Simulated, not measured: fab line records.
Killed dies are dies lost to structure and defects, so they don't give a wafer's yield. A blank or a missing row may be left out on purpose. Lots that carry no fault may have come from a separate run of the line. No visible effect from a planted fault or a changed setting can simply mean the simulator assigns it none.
fab line records + flow sky130
record
- lots=6
- wafers=18
- lastDay=49
route steps=708 shown LDD_N@249 LDD_P@255 LDD_HVN@267
lots that met no fault: taken from a fault-free run of the same line
startH: hours from the record's opening day to when the first of the lot's shown wafers began + waitH: hours since the lot's step before + " same as the row above + L1.1+2: a single row standing in for several wafers + - either no value or no given start + * or withheld: withheld + < > ~ a bound
route shown NAME@n: a module of which the file shows steps, and the number in the route of the first + usual: mean/standard deviation taken from wafers without a fault + same: alike in all rows + chamber/n: place in a boat + sites: each site's reading + _std_site: the values' standard deviation + _edge_site: outer sites' mean less inner sites' + radiusMm: how far each site lies from the wafer's centre + mask NAME#n: copy n + behind: the most recent tool/chamber to have shaped the wafer + hold: why the lot was held/for how many hours/how that ended + device: transistor that didn't switch, given as n, p or np + end of line: the same wafers' tests at the end of the route + step lacking rows: just its recipe + killed: count of dies lost to structure and defects at first sort (not the wafer's yield) + map: a wafer's dies, x killed, . not, _ none there
set.NAME: the setting that was run; set.NAME@STEP: the one run at that earlier step + model.NAME: the simulator's own value behind a step, which no gauge read
certain route steps with their lots: each step a table, each wafer a row
services: the hour from which a tool's chamber was out of use, counted from the record's first day as startH (under 0 if before that day), plus the number of hours and why
## steps
# step SKY_LDD_N_IMPLANT_12
# recipe
- species=BF2
- energyKev=50
- doseCm2=5e+12
- tiltDeg=30
- rotationDeg=0
# step SKY_LDD_N_IMPLANT_13
# recipe
- species=BF2
- energyKev=50
- doseCm2=5e+12
- tiltDeg=30
- rotationDeg=90
# step SKY_LDD_N_IMPLANT_14
# recipe
- species=BF2
- energyKev=50
- doseCm2=5e+12
- tiltDeg=30
- rotationDeg=180
# step SKY_LDD_N_IMPLANT_15
# recipe
- species=BF2
- energyKev=50
- doseCm2=5e+12
- tiltDeg=30
- rotationDeg=270
# step SKY_LDD_N_STRIP_16
# recipe
- chemistry=O2/N2
- powerW=1400
- pressureMtorr=1500
- platenTempC=withheld
- o2FlowSccm=3000
- n2FlowSccm=300
- overashFraction=0.5
# usual
- drypumpMotorCurrentA=5.5/0.52
- oesProductAu=0.407/0.0045
- stripTimeToEndpointS=4.315/0.017
| lot.wafer | tool           | chamber | startH | waitH | drypumpMotorCurrentA | oesProductAu | rfHoursCounterH | stripTimeToEndpointS |
|-----------|----------------|---------|--------|-------|----------------------|--------------|-----------------|----------------------|
| L551.1    | plasmaAsher-03 | 0       | 415.11 | 0.1   | 4.9                  | 0.404        | 71              | 4.296                |
| L551.5    | "              | 0       | "      | "     | 4.9                  | 0.412        | -               | 4.306                |
| L551.6    | "              | 1       | "      | "     | 6.0                  | 0.406        | -               | 4.283                |
| L554.3    | plasmaAsher-03 | 1       | 461.83 | 0.1   | 6.0                  | 0.400        | -               | 4.319                |
| L554.5    | "              | 0       | "      | "     | 4.9                  | 0.408        | -               | 4.313                |
| L554.6    | "              | 1       | "      | "     | 6.0                  | 0.407        | -               | 4.349                |
| L555.1    | plasmaAsher-02 | 1       | 461.99 | 0.1   | 5.7                  | 0.406        | 3               | 4.311                |
| L555.4    | "              | 0       | "      | "     | 5.7                  | 0.403        | -               | 4.285                |
| L555.5    | "              | 1       | "      | "     | 5.7                  | 0.405        | -               | 4.310                |
| L562.2    | plasmaAsher-03 | 0       | 538.95 | 0.1   | 4.9                  | 0.410        | 85              | 4.344                |
| L562.4    | "              | 0       | "      | "     | 4.9                  | 0.408        | -               | 4.320                |
| L562.6    | "              | 1       | "      | "     | 6.0                  | 0.403        | -               | 4.315                |
| L566.3    | plasmaAsher-01 | 0       | 556.08 | 0.1   | 4.7                  | 0.401        | -               | 4.323                |
| L566.4    | "              | 1       | "      | "     | 6.2                  | 0.403        | -               | 4.306                |
| L566.5    | "              | 1       | "      | "     | 6.2                  | 0.407        | -               | 4.314                |
| L567.1    | plasmaAsher-02 | 0       | 564.74 | 0.1   | 5.7                  | 0.410        | 14              | 4.314                |
| L567.5    | "              | 1       | "      | "     | 5.7                  | 0.404        | -               | 4.289                |
| L567.6    | "              | 0       | "      | "     | 5.7                  | 0.405        | -               | 4.303                |
# step SKY_LDD_N_TW_MEAS_17
# usual
- LDD_N_TW=2594/30
| lot.wafer | tool         | chamber | startH | waitH | LDD_N_TW |
|-----------|--------------|---------|--------|-------|----------|
| L551.1    | filmMetro-02 | -       | 415.21 | 0.1   | 2599     |
| L551.5    | "            | -       | "      | "     | 2602     |
| L551.6    | "            | -       | "      | "     | 2598     |
| L554.3    | filmMetro-04 | -       | 461.92 | 0.1   | 2611     |
| L554.5    | "            | -       | "      | "     | 2599     |
| L554.6    | "            | -       | "      | "     | 2609     |
| L555.1    | filmMetro-02 | -       | 462.09 | 0.1   | 2593     |
| L555.4    | "            | -       | "      | "     | 2600     |
| L555.5    | "            | -       | "      | "     | 2592     |
| L562.2    | filmMetro-02 | -       | 539.06 | 0.1   | 2613     |
| L562.4    | "            | -       | "      | "     | 2608     |
| L562.6    | "            | -       | "      | "     | 2612     |
| L566.3    | filmMetro-04 | -       | 556.17 | 0.1   | 2609     |
| L566.4    | "            | -       | "      | "     | 2608     |
| L566.5    | "            | -       | "      | "     | 2615     |
| L567.1    | filmMetro-02 | -       | 564.84 | 0.1   | 2615     |
| L567.5    | "            | -       | "      | "     | 2609     |
| L567.6    | "            | -       | "      | "     | 2616     |
# step SKY_LDD_P_DEHYDRATE_00
# recipe
- tempC=200
- timeS=60
# step SKY_LDD_P_HMDS_01
# recipe
- primeTimeS=60
- primeTempC=120
# step SKY_LDD_P_COAT_02
# recipe
- resist=NOVOLAK
- spinRpm=3000
- resistThkNm=1140
# step SKY_LDD_P_SOFTBAKE_03
# recipe
- tempC=90
- timeS=60
- resist=NOVOLAK
# step SKY_LDD_P_EXPOSE_04
# recipe
- maskId=PSDM
- na=0.6
- sourceShape=conventional
- sigmaOuter=0.6
- polarization=unpolarized
- targetCdNm=380
- doseMj=138
# step SKY_LDD_P_PEB_05
# recipe
- tempC=withheld
- timeS=*
- resist=NOVOLAK
# step SKY_LDD_P_DEVELOP_06
# recipe
- resist=NOVOLAK
- developer=TMAH
- developTimeS=60
- devTempC=23
| lot.wafer  | tool          | chamber | startH | waitH |
|------------|---------------|---------|--------|-------|
| L551.1+5+6 | lithoTrack-02 | 0       | 446.02 | 0.1   |
| L554.3+5+6 | lithoTrack-02 | 0       | 491.62 | 0.1   |
| L555.1+4+5 | lithoTrack-02 | 0       | 491.87 | 0.1   |
| L562.2+4+6 | lithoTrack-04 | 0       | 568.63 | 0.1   |
| L566.3+4+5 | lithoTrack-03 | 0       | 585.61 | 0.1   |
| L567.1+5+6 | lithoTrack-03 | 0       | 593.61 | 0.1   |
# step SKY_LDD_P_OVL_MEAS_08
# usual
- LDD_P_OVL=-0.8/1.6
| lot.wafer | tool       | chamber | startH | waitH | LDD_P_OVL[nm] |
|-----------|------------|---------|--------|-------|---------------|
| L551.1    | overlay-02 | -       | 446.29 | 0.1   | -0.1          |
| L551.5    | "          | -       | "      | "     | 2.5           |
| L551.6    | "          | -       | "      | "     | 0.1           |
| L554.3    | overlay-01 | -       | 491.85 | 0.1   | -3.7          |
| L554.5    | "          | -       | "      | "     | -1.0          |
| L554.6    | "          | -       | "      | "     | -4.2          |
| L555.1    | overlay-02 | -       | 492.14 | 0.1   | 0.2           |
| L555.4    | "          | -       | "      | "     | -0.1          |
| L555.5    | "          | -       | "      | "     | 0.1           |
| L562.2    | overlay-02 | -       | 568.88 | 0.1   | -3.4          |
| L562.4    | "          | -       | "      | "     | -4.1          |
| L562.6    | "          | -       | "      | "     | -3.8          |
| L566.3    | overlay-01 | -       | 585.84 | 0.1   | 1.0           |
| L566.4    | "          | -       | "      | "     | 0.6           |
| L566.5    | "          | -       | "      | "     | 1.1           |
| L567.1    | overlay-01 | -       | 593.88 | 0.1   | -0.5          |
| L567.5    | "          | -       | "      | "     | -0.1          |
| L567.6    | "          | -       | "      | "     | 0.2           |
# step SKY_LDD_P_IMPLANT_09
# recipe
- species=BF2
- energyKev=25
- doseCm2=1e+13
- tiltDeg=withheld
# step SKY_LDD_P_STRIP_10
# recipe
- chemistry=O2/N2
- powerW=1400
- pressureMtorr=1500
- platenTempC=withheld
- o2FlowSccm=3000
- n2FlowSccm=300
- overashFraction=0.5
# usual
- drypumpMotorCurrentA=5.9/0.76
- oesProductAu=0.716/0.005
- stripTimeToEndpointS=14.18/0.038
| lot.wafer | tool           | chamber | startH | waitH | drypumpMotorCurrentA | oesProductAu | rfHoursCounterH | stripTimeToEndpointS |
|-----------|----------------|---------|--------|-------|----------------------|--------------|-----------------|----------------------|
| L551.1    | plasmaAsher-04 | 1       | 447.35 | 0.1   | 6.7                  | 0.720        | 62              | 14.23                |
| L551.5    | "              | 0       | "      | "     | 6.6                  | 0.720        | -               | 14.19                |
| L551.6    | "              | 1       | "      | "     | 6.7                  | 0.710        | -               | 14.22                |
| L554.3    | plasmaAsher-03 | 1       | 492.06 | 0.1   | 6.0                  | 0.722        | -               | 14.15                |
| L554.5    | "              | 1       | "      | "     | 6.0                  | 0.712        | -               | 14.14                |
| L554.6    | "              | 0       | "      | "     | 4.9                  | 0.715        | -               | 14.14                |
| L555.1    | plasmaAsher-04 | 1       | 492.33 | 0.1   | 6.7                  | 0.719        | 67              | 14.18                |
| L555.4    | "              | 1       | "      | "     | 6.7                  | 0.716        | -               | 14.19                |
| L555.5    | "              | 0       | "      | "     | 6.6                  | 0.713        | -               | 14.23                |
| L562.2    | plasmaAsher-01 | 1       | 569.06 | 0.1   | 6.3                  | 0.714        | 43              | 14.19                |
| L562.4    | "              | 0       | "      | "     | 4.7                  | 0.719        | -               | 14.19                |
| L562.6    | "              | 0       | "      | "     | 4.7                  | 0.708        | -               | 14.22                |
| L566.3    | plasmaAsher-01 | 1       | 586.05 | 0.1   | 6.3                  | 0.714        | -               | 14.19                |
| L566.4    | "              | 0       | "      | "     | 4.8                  | 0.712        | -               | 14.18                |
| L566.5    | "              | 1       | "      | "     | 6.2                  | 0.711        | -               | 14.14                |
| L567.1    | plasmaAsher-03 | 1       | 594.07 | 0.1   | 6.0                  | 0.711        | 89              | 14.21                |
| L567.5    | "              | 0       | "      | "     | 4.9                  | 0.716        | -               | 14.19                |
| L567.6    | "              | 1       | "      | "     | 6.0                  | 0.708        | -               | 14.19                |
# step SKY_LDD_P_TW_MEAS_11
# usual
- LDD_P_TW=640/4.6
| lot.wafer | tool         | chamber | startH | waitH | LDD_P_TW |
|-----------|--------------|---------|--------|-------|----------|
| L551.1    | filmMetro-01 | -       | 447.45 | 0.1   | 635      |
| L551.5    | "            | -       | "      | "     | 630      |
| L551.6    | "            | -       | "      | "     | 632      |
| L554.3    | filmMetro-04 | -       | 492.15 | 0.1   | 647      |
| L554.5    | "            | -       | "      | "     | 643      |
| L554.6    | "            | -       | "      | "     | 327      |
| L555.1    | filmMetro-01 | -       | 492.43 | 0.1   | 322      |
| L555.4    | "            | -       | "      | "     | 321      |
| L555.5    | "            | -       | "      | "     | 634      |
| L562.2    | filmMetro-04 | -       | 569.17 | 0.1   | 639      |
| L562.4    | "            | -       | "      | "     | 641      |
| L562.6    | "            | -       | "      | "     | 641      |
| L566.3    | filmMetro-04 | -       | 586.14 | 0.1   | 644      |
| L566.4    | "            | -       | "      | "     | 640      |
| L566.5    | "            | -       | "      | "     | 646      |
| L567.1    | filmMetro-02 | -       | 594.17 | 0.1   | 639      |
| L567.5    | "            | -       | "      | "     | 640      |
| L567.6    | "            | -       | "      | "     | 640      |
# step SKY_LDD_HVN_DEHYDRATE_00
# recipe
- tempC=200
- timeS=60
## services
| tool           | chamber | startH | hours | kind      |
|----------------|---------|--------|-------|-----------|
| plasmaAsher-01 | -       | 420.88 | 14.6  | pm        |
| plasmaAsher-02 | -       | 421.25 | 9.0   | pm        |
| plasmaAsher-02 | 0       | 421.25 | 9.0   | ventCycle |
| plasmaAsher-02 | 1       | 421.25 | 9.0   | ventCycle |
| plasmaAsher-02 | 0       | 430.25 | -     | clean     |
| plasmaAsher-02 | 1       | 430.25 | -     | clean     |
| plasmaAsher-03 | -       | 435.54 | 1.8   | repair    |
| plasmaAsher-01 | -       | 440.45 | 2.0   | repair    |
| plasmaAsher-01 | -       | 490.81 | 6.3   | repair    |
| plasmaAsher-01 | -       | 525.40 | 2.0   | repair    |
| plasmaAsher-04 | -       | 548.04 | 1.5   | repair    |
| plasmaAsher-03 | -       | 574.51 | 13.9  | repair    |
| plasmaAsher-01 | -       | 581.95 | 2.8   | pm        |
## key
firstSign
- step=SKY_LDD_P_TW_MEAS_11
- reading=LDD_P_TW
- direction=down
- sigmas=69
- usual=640
- struck=323
effect none on later readings
metAt SKY_LDD_P_DEVELOP_06
struckWafers L554.6,L555.1,L555.4
sortLeftOut L554.6,L555.1,L555.4
testerLeftOut L554,L555
onsetBetween 446.02 491.62
fault
- kind=processParameterDrift
- tool=lithoTrack-02
- chamber=-
- onsetH=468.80
- steps=SKY_LDD_P_DEVELOP_06
- channel=developTimeS
- offset=*
- shape=step
- endH=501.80
- scope=struckWafersOnly
- actsIn=*
- stated=*
# testerLeftOut: of these lots the tester's yield and bins aren't shown, on N5 and GAA mostly nor the transistor test; their killed dies are dies lost to structure and defects alone, not to doping, threshold or leakage, so they don't give the yield
# sortLeftOut: the simulated sort isn't trusted on such a fault, so these wafers' sort isn't shown, and their yield isn't known
